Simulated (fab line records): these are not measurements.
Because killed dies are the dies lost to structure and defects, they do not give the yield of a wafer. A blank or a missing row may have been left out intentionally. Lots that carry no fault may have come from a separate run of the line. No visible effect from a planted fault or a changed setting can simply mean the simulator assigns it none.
The tool behind it: which one? || flow gf180mcu || 12 lots, 36 wafers sampled, at 4 steps of a route of 602

## WHAT THE GAUGES SHOWED, per wafer
GF_V4_THK_MEAS_03.
{"lot": "L075", "measured": "day 24 08:08", "on": "filmMetro-04", "V4_CVD_02_THK (nm)": "847 826 854"}
{"lot": "L077", "measured": "day 24 23:10", "on": "filmMetro-03", "V4_CVD_02_THK (nm)": "858 842 862"}
{"lot": "L079", "measured": "day 25 18:22", "on": "filmMetro-04", "V4_CVD_02_THK (nm)": "850 856 848"}
{"lot": "L081", "measured": "day 26 16:16", "on": "filmMetro-01", "V4_CVD_02_THK (nm)": "859 840 839"}
{"lot": "L083", "measured": "day 27 00:38", "on": "filmMetro-01", "V4_CVD_02_THK (nm)": "865 839 855"}
{"lot": "L085", "measured": "day 27 12:00", "on": "filmMetro-04", "V4_CVD_02_THK (nm)": "844 868 846"}
{"lot": "L087", "measured": "day 28 07:53", "on": "filmMetro-01", "V4_CVD_02_THK (nm)": "841 850 836"}
{"lot": "L089", "measured": "day 28 19:31", "on": "filmMetro-01", "V4_CVD_02_THK (nm)": "855 884 863"}
{"lot": "L091", "measured": "day 29 07:56", "on": "filmMetro-03", "V4_CVD_02_THK (nm)": "847 854 859"}
{"lot": "L093", "measured": "day 29 21:08", "on": "filmMetro-03", "V4_CVD_02_THK (nm)": "871 868 851"}
{"lot": "L095", "measured": "day 30 13:13", "on": "filmMetro-03", "V4_CVD_02_THK (nm)": "859 848 856"}
{"lot": "L097", "measured": "day 30 20:57", "on": "filmMetro-03", "V4_CVD_02_THK (nm)": "822 838 837"}

## WHICH TOOL RAN EACH LOT (tool, then ch and the chambers of the sampled wafers, then the start)
{"lot": "L075", "GF_V3_CMP_04": "cmp-02 ch 2,3, day 22 07:07", "GF_M4_SPUTTER_01": "pvdSputter-03, day 23 08:26", "GF_M4_STRIP_17": "plasmaAsher-01 ch 0,1, day 24 07:22"}
{"lot": "L077", "GF_V3_CMP_04": "cmp-01 ch 1,2,3, day 22 22:53", "GF_M4_SPUTTER_01": "pvdSputter-04, day 23 23:38", "GF_M4_STRIP_17": "plasmaAsher-01 ch 0,1, day 24 22:25"}
{"lot": "L079", "GF_V3_CMP_04": "cmp-01 ch 0,1, day 23 19:22", "GF_M4_SPUTTER_01": "pvdSputter-04, day 24 19:22", "GF_M4_STRIP_17": "plasmaAsher-01 ch 0,1, day 25 17:37"}
{"lot": "L081", "GF_V3_CMP_04": "cmp-01 ch 1,2,3, day 24 18:47", "GF_M4_SPUTTER_01": "pvdSputter-04, day 25 17:59", "GF_M4_STRIP_17": "plasmaAsher-03 ch 0,1, day 26 15:31"}
{"lot": "L083", "GF_V3_CMP_04": "cmp-02 ch 0,1,3, day 25 02:56", "GF_M4_SPUTTER_01": "pvdSputter-03, day 26 01:38", "GF_M4_STRIP_17": "plasmaAsher-03 ch 0,1, day 26 23:49"}
{"lot": "L085", "GF_V3_CMP_04": "cmp-01 ch 2,3, day 25 14:26", "GF_M4_SPUTTER_01": "pvdSputter-04, day 26 14:11", "GF_M4_STRIP_17": "plasmaAsher-03 ch 0,1, day 27 11:17"}
{"lot": "L087", "GF_V3_CMP_04": "cmp-02 ch 0,2,3, day 26 12:07", "GF_M4_SPUTTER_01": "pvdSputter-04, day 27 11:11", "GF_M4_STRIP_17": "plasmaAsher-02 ch 0,1, day 28 07:09"}
{"lot": "L089", "GF_V3_CMP_04": "cmp-02 ch 0,3, day 26 23:36", "GF_M4_SPUTTER_01": "pvdSputter-04, day 27 22:15", "GF_M4_STRIP_17": "plasmaAsher-02 ch 0,1, day 28 18:47"}
{"lot": "L091", "GF_V3_CMP_04": "cmp-02 ch 0,1,3, day 27 13:15", "GF_M4_SPUTTER_01": "pvdSputter-03, day 28 11:04", "GF_M4_STRIP_17": "plasmaAsher-02 ch 0,1, day 29 07:11"}
{"lot": "L093", "GF_V3_CMP_04": "cmp-01 ch 1,2, day 28 03:55", "GF_M4_SPUTTER_01": "pvdSputter-02, day 29 01:13", "GF_M4_STRIP_17": "plasmaAsher-02 ch 0,1, day 29 20:23"}
{"lot": "L095", "GF_V3_CMP_04": "cmp-01 ch 1,3, day 28 20:22", "GF_M4_SPUTTER_01": "pvdSputter-03, day 29 17:21", "GF_M4_STRIP_17": "plasmaAsher-03 ch 0,1, day 30 12:28"}
{"lot": "L097", "GF_V3_CMP_04": "cmp-02 ch 1,2,3, day 29 03:49", "GF_M4_SPUTTER_01": "pvdSputter-02, day 30 00:49", "GF_M4_STRIP_17": "plasmaAsher-02 ch 0,1, day 30 20:13"}
- GF_V3_CMP_04: polishes SiO2.
- GF_M4_SPUTTER_01: material TiN, target thk 30 nm, time 25 s.
- GF_M4_STRIP_17: strips in O2/N2.

## THE ANSWER, worked out from the rows above alone
Rule: the usual values come from the lots themselves. Put in order of their means at a reading, lots are off if they are a third of the lots or fewer, leave a main group of 4 or more, and stand apart from it by a gap of 3 or more times the standard deviation of the main group's means; of several such gaps the widest counts. The tables above print the reading to a certain number of digits; a main group whose means all agree to those digits is not used. Also off: a lot with no number at a reading for which 4 or more lots have one. All remaining lots with rows at the step are treated as sound.
No lot is off on any of the readings shown, so nothing can be concluded from this.

## WHAT HAD BEEN PUT IN BY THE SIMULATOR
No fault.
